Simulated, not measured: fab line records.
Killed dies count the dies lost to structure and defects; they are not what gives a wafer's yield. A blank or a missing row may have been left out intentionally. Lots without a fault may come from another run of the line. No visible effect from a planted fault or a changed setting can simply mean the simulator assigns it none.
Struck lot and sound lot, side by side ; flow sky130 ; 15 out of 708 route steps
Sound: wafers L714.3, L714.4, L714.5. Struck: wafers L717.1, L717.3, L717.4. The cause is given at the end.
Per side, at each step with rows, come the tool, then ch with its chambers, and then its first start. Under that, the readings that differ: sound wafers ; struck wafers ; difference of the means ; sigmas: that difference in standard deviations of wafers without a fault.
alike: readings with means less than 2 such deviations apart, plus words and numbers identical on both sides. not compared: withheld readings, readings lacking a value on some wafer, bounds such as >300 that could conceal the same value, and numbers that have no deviation in the record and whose values overlap.
Wherever a step has rows on one side only, a row that says differs or no value, or a row with sigmas, the two part there. Non-overlapping numbers with no deviation appear without sigmas and do not part them. A reading that every wafer of one side lacks parts them only if that side has two wafers or more.

SKY_METAL2_STRIP_20: strips in O2/N2.
  sound on plasma_asher-01 ch 0,1, day 38 01:38; struck on plasma_asher-03 ch 0,1, day 39 01:54
  alike: drypump_motor_current_A, oes_product_au, strip_time_to_endpoint_s
  not compared: rf_hours_counter_h
then, 4 steps without rows for these wafers: SKY_METAL2_STRIP_21 (strips in post etch residue remover, time 1200 s); SKY_METAL2_CLEAN_22 (cleans in IPA, time 180 s); SKY_METAL2_CLEAN_23 (cleans in O3/DIW); SKY_VIA2_HDPCVD_00 (deposits SiO2, target thk 1180 nm, time 196.7 s).
SKY_VIA2_THK_MEAS_01:
  struck on film_metro-03, day 39 02:37; sound on film_metro-01, day 38 02:25
  alike: VIA2_HDPCVD_THK
SKY_VIA2_CMP_02: polishes SiO2.
  sound on cmp-01 ch 0,2, day 38 02:28; struck on cmp-02 ch 0,1,3, day 39 02:41
  alike: motor_current_A, slurry_filter_dp_kPa
SKY_VIA2_BOW_MEAS_03:
  struck on film_metro-01, day 39 02:59; sound on film_metro-03, day 38 02:48
  alike: VIA2_BOW
then, 4 steps without rows for these wafers: SKY_VIA2_DEHYDRATE_04 (time 60 s); SKY_VIA2_HMDS_05 (prime time 60 s); SKY_VIA2_COAT_06 (resist thk 60 nm); SKY_VIA2_COAT_07 (resist thk 450 nm).
SKY_VIA2_SOFTBAKE_08: time 90 s.
  sound on litho_track-04 ch 0, day 38 15:00; struck on litho_track-04 ch 0, day 39 14:00
reading;sound;struck;difference;sigmas
heater_power_total_W (W);57.25 57.36 57.20;60.46 60.78 60.83;+3.42;+31
run_length_s (s);119.04 119.00 119.23;105.06 104.96 105.18;-14.02;-88
  alike: exhaust_pa
then, 1 step without rows for these wafers: SKY_VIA2_EXPOSE_09 (exposes mask VIM2, target cd 200 nm).
-- the record jumps here: 9 days lie between the struck wafers' starts before and after (it left off in module VIA2 and takes up again in module PAD_OPEN, whose first step shown is number 708 of the route) --
SKY_PAD_OPEN_PROBE_99:
  the record has rows for the struck wafers here (prober-02, day 48 18:49) and none for the sound ones

## WHERE THEY PART
At SKY_VIA2_SOFTBAKE_08 first; at SKY_PAD_OPEN_PROBE_99 last (within this record only).

WHY: the cause the simulator had injected
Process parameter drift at SKY_VIA2_SOFTBAKE_08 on litho_track-04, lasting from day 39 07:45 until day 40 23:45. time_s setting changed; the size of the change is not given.
